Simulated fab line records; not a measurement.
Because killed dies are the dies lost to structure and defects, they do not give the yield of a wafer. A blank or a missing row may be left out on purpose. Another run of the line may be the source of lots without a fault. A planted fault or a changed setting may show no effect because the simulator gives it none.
Which of the tools did it? ; flow gf180mcu ; route of 602 steps, sampled at 1 step: 13 lots, 39 wafers

== WHAT THE GAUGES SHOWED, per wafer ==
GF_V2_THK_MEAS_25: measures by xrf.
lot;measured;on;V2_W_THK (nm)
L773;day 20 05:55;film-metro-01;350 360 358
L775;day 21 06:22;film-metro-01;355 357 357
L776;day 21 11:28;film-metro-04;353 354 356
L777;day 21 21:35;film-metro-01;355 351 355
L779;day 22 10:06;film-metro-04;352 352 362
L780;day 23 03:34;film-metro-04;357 365 367
L781;day 23 06:27;film-metro-03;364 356 359
L784;day 24 11:48;film-metro-04;355 355 356
L787;day 25 09:13;film-metro-03;354 352 349
L788;day 25 16:08;film-metro-04;352 351 349
L789;day 26 02:09;film-metro-03;357 358 362
L794;day 27 09:38;film-metro-04;359 358 357
L796;day 28 08:08;film-metro-01;358 342 348

== WHAT TOOL EACH LOT RAN ON (gives the tool, then ch and the chambers of the sampled wafers, and finally the start) ==
No process step before these readings appears in the record.

== WHAT THE TOOLS THEMSELVES READ (means of the sampled wafers that have a number; where no wafer has one, the mark that the record gives instead) ==
The record holds no such reading with a usual standard deviation.

== THE ANSWER, worked out from the rows above alone ==
Rule: usual is defined by the lots themselves. The widest of any qualifying gaps counts: lots, ordered by their means at a reading, are off when they make up no more than a third of the lots, leave a main group of 4 or more, and stand apart from it by 3 or more times the standard deviation of that group's means. The tables above print the reading to a certain number of digits; a main group whose means all agree to those digits is not used. Also off: a lot with no number at a reading for which 4 or more lots have one. The other lots that the step has rows for count as sound. The gauges are gone through in route order, then the tools' own readings, and for those a lot's mean is taken as printed above. The first step at which some lot is off is used, and at that step the reading that is off furthest; a lot without a number counts as furthest.
Across all readings shown, no lot is off: no conclusion can be drawn from this.

== WHAT WAS PUT IN BY THE SIMULATOR ==
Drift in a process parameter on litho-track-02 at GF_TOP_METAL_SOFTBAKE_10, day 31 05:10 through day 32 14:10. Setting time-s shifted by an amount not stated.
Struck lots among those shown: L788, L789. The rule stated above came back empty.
